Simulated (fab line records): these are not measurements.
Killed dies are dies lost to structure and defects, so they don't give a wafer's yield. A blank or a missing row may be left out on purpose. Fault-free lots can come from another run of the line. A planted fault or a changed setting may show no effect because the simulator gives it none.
2 desks, one fault    flow sky130    only its own numbers are on each desk; what lay behind them is given at the end

## THE TOOL OWNER'S DESK: wet bench-01
The tool's own readings at SKY_GATE_OXIDE_WET_ETCH_12 (etches SiO2 in dHF, target depth 16.8 nm, time 336 s): means of the sampled wafers that have a number, for each lot that ran on this tool. A lot is out of limits, marked OUT, if its mean lies more than 4 standard deviations from the usual mean; the brackets give that distance.
Columns: A = run length s at SKY_GATE_OXIDE_WET_ETCH_12, usual 363 s
lot   first seen here  A
L747  day 17 00:17     361
L752  day 18 06:03     370
L758  day 20 20:41     198 (-53) OUT
L761  day 21 19:32     192 (-55) OUT
This desk's verdict: out of limits on L758, L761, starting with L758 at day 20 20:41 (run length s at SKY_GATE_OXIDE_WET_ETCH_12). L747, L752 stayed within limits.

## AT THE METROLOGY DESK
What the gauges read for every lot (on any tool): the sampled wafers with a number, averaged. A lot is out of limits, marked OUT, if its mean lies more than 4 standard deviations from the usual mean; the brackets give that distance.
Columns: A = VT_ADJUST_LVTN_OVL at SKY_VT_ADJUST_LVTN_OVL_MEAS_07, usual 0.9 nm; B = VT_ADJUST_HVTR_TW at SKY_VT_ADJUST_HVTR_TW_MEAS_11, usual 212.1; C = METAL2_ALCU_RS at SKY_METAL2_RS_MEAS_05, usual 0.1270 ohm/sq
lot   first seen here  A     B      C
L741  day 7 11:59      1.8   212.0  0.1269
L739  day 7 17:08      -0.1  214.3  0.1276
L743  day 8 06:04      1.1   210.8  0.1270
L745  day 8 10:37      0.6   212.6  0.1286
L744  day 8 12:25      0.5   209.9  0.1275
L746  day 8 20:49      0.2   212.4  0.1248
L747  day 9 03:52      2.4   211.0  0.1270
L750  day 9 22:37      0.4   214.7  0.1265
L752  day 10 09:58     1.1   213.2  0.1266
L754  day 10 23:20     0.4   213.3  0.1269
L757  day 11 19:46     0.3   211.1  0.1283
L758  day 12 02:13     0.3   210.7  -
L761  day 13 04:19     2.0   211.0  -
L762  day 13 14:42     2.9   212.1  0.1281
This desk's verdict: no lot among the 14 shows anything out of limits.

## ALL TOGETHER
The tool owner's desk could have raised an alarm at day 20 20:41, on L758, L761.
Metrology desk: nothing out of limits seen.
The metrology desk has L758, L761 on record, within its limits.
Every lot named ran SKY_GATE_OXIDE_WET_ETCH_12 on wet bench-01.

## WHAT THE SIMULATOR HAD INSERTED
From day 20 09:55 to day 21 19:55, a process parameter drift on wet bench-01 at SKY_GATE_OXIDE_WET_ETCH_12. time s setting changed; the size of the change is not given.
Struck lots among those shown: L758, L761.
Each desk's first reading out of limits, in hours after the fault started: the tool owner's desk, 11.
